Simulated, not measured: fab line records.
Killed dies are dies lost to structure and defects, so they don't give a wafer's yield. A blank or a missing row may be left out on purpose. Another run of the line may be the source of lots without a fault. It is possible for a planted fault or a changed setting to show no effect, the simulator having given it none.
A lot that was struck, set against a sound lot + flow sky130 + 15 out of 708 route steps
Sound: the wafers L136.4, L136.5, L136.6. Struck: wafers L146.1, L146.6. (L146.4 of the same lot was not struck and is left out.) The cause comes at the end.
At each step with rows: each side's tool, then ch and its chambers, then its first start. Under that, the readings that differ: sound wafers + struck wafers + difference of the means + sigmas: that difference in standard deviations of wafers without a fault.
alike: words and numbers the same on both sides, and readings whose means are apart by under 2 such deviations; not compared: readings that were withheld, readings missing a value for some wafer, numbers with overlapping values and no deviation given by the record, and bounds like >300 which may hide the same value.
Wherever a step has rows on one side only, a row that says differs or no value, or a row with sigmas, the two part there. When numbers do not overlap yet have no deviation, they are printed without sigmas and do not part them. A reading that every wafer of one side lacks parts them only if that side has two wafers or more.

first, 7 steps without rows for these wafers: SKY_METAL4_HMDS_06 (prime time 60 s); SKY_METAL4_COAT_07 (resist thk 60 nm); SKY_METAL4_COAT_08 (resist thk 1140 nm); SKY_METAL4_SOFTBAKE_09 (time 90 s); SKY_METAL4_EXPOSE_10 (exposes mask MM4, target cd 300 nm); SKY_METAL4_PEB_11; SKY_METAL4_DEVELOP_12 (develop time 60 s).
SKY_METAL4_CD_MEAS_13 targets a cd of 300 nm.
  sound on cd-sem-02, day 41 20:04; struck on cd-sem-01, day 44 09:05
  alike: cd-nm
SKY_METAL4_OVL_MEAS_14:
  sound on overlay-01, day 41 20:09; struck on overlay-01, day 44 09:13
  alike: METAL4_OVL
SKY_METAL4_DESCUM_15: chemistry O2, time 8 s.
  sound on rie-metal-01 ch 0,1, day 41 20:11; struck on rie-metal-01 ch 0, day 44 09:15
  alike: drypump-motor-current-A, oes-product-au
  not compared: rf-hours-counter-h
SKY_METAL4_ETCH_16: etches BARC in N2/H2, stops on SiO2, time 88.2 s, target depth 60 nm.
  sound on rie-metal-01 ch 0,1, day 41 20:14; struck on rie-metal-01 ch 0, day 44 09:17
  alike: drypump-motor-current-A, oes-product-au, throttle-valve-pct
  not compared: rf-hours-counter-h
SKY_METAL4_ETCH_17: etches SiO2 in C4F8/O2/Ar, stops on TiN, time 3.9 s, target depth 15 nm.
  sound on rie-diel-03 ch 0,3, day 41 20:18; struck on rie-diel-03 ch 1,3, day 44 09:23
  alike: oes-product-au
  not compared: rf-hours-counter-h
SKY_METAL4_METAL_ETCH_18: etches the open film in Cl2/BCl3, stops on SiO2, target depth 845 nm, time 183.1 s.
  sound on rie-metal-02 ch 0,1, day 41 20:22; struck on rie-metal-02 ch 0,1, day 44 09:24
| reading                                       | sound             | struck      | difference | sigmas |
|-----------------------------------------------|-------------------|-------------|------------|--------|
| oes-product-au (a.u.)                         | 0.874 0.882 0.870 | 0.820 0.801 | -0.065     | -9     |
| model.KrF-thick_of_METAL4_COAT_08.thk-nm (nm) | 536 539 516.2     | 689.1 695.9 | +162.1     |        |
| model.etch.depth-nm (nm)                      | 874.5 886.5 874.1 | 783.2 767.5 | -103.0     |        |
| model.METAL4.feature-depth-nm (nm)            | 874.5 886.5 874.1 | 783.2 767.5 | -103.0     |        |
  alike: drypump-motor-current-A, throttle-valve-pct
  not compared: rf-hours-counter-h
SKY_METAL4_STRIP_19: strips in O2/N2.
  sound on plasma-asher-04 ch 0,1, day 41 20:32; struck on plasma-asher-02 ch 0,1, day 44 09:34
| reading                      | sound             | struck      | difference | sigmas |
|------------------------------|-------------------|-------------|------------|--------|
| oes-product-au (a.u.)        | 0.500 0.510 0.495 | 0.561 0.577 | +0.067     | +11    |
| strip-time-to-endpoint-s (s) | 6.63 6.65 6.46    | 8.12 8.20   | +1.58      | +17    |
  alike: drypump-motor-current-A
  not compared: rf-hours-counter-h
then, 1 step without rows for these wafers: SKY_METAL4_STRIP_20 (strips in post etch residue remover, time 1200 s).

== WHERE THEY PART ==
First at SKY_METAL4_METAL_ETCH_18; last, within this record, at SKY_METAL4_STRIP_19.

WHY: the cause the simulator had injected
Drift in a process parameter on rie-metal-02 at SKY_METAL4_METAL_ETCH_18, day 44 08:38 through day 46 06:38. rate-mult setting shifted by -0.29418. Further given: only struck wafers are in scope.
